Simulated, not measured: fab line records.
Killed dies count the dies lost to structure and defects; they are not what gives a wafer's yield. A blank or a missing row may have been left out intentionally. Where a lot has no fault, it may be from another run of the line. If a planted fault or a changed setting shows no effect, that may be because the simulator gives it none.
Which tool was responsible? | flow gf180mcu | at 1 step of a route of 602, 12 lots with 36 wafers sampled

== WHAT THE GAUGES READ, wafer by wafer ==
GF_DNWELL_TW_MEAS_09.
lot  | measured    | on           | DNWELL_TW
L075 | day 2 23:25 | filmMetro-04 | 1362 1366 1366
L077 | day 3 10:49 | filmMetro-01 | 1374 1377 1372
L079 | day 3 23:49 | filmMetro-04 | 1364 1366 1367
L081 | day 4 08:07 | filmMetro-03 | 1336 1341 1342
L083 | day 4 19:01 | filmMetro-03 | 1341 1345 1345
L085 | day 5 06:29 | filmMetro-01 | 1374 1371 1362
L087 | day 5 15:19 | filmMetro-01 | 1388 1385 1383
L089 | day 6 03:25 | filmMetro-01 | 1360 1363 1357
L091 | day 6 13:34 | filmMetro-03 | 1344 1327 1334
L093 | day 7 01:50 | filmMetro-04 | 1362 1370 1362
L095 | day 7 10:04 | filmMetro-04 | 1367 1365 1364
L097 | day 7 21:08 | filmMetro-04 | 1359 1361 1374

== EACH LOT AND THE TOOL THAT RAN IT (in order: tool; ch and the chambers of the sampled wafers; start) ==
The record holds no process step before these readings.

== THE ANSWER, worked out from the rows above alone ==
Rule: the usual values come from the lots themselves. The widest of any qualifying gaps counts: lots, ordered by their means at a reading, are off when they make up no more than a third of the lots, leave a main group of 4 or more, and stand apart from it by 3 or more times the standard deviation of that group's means. The tables above print the reading to a certain number of digits; a main group whose means all agree to those digits is not used. Also off: a lot with no number at a reading for which 4 or more lots have one. Where the step has rows for the other lots, those lots are counted as sound.
Across all readings shown, no lot is off: no conclusion can be drawn from this.

== WHAT THE SIMULATOR PUT IN ==
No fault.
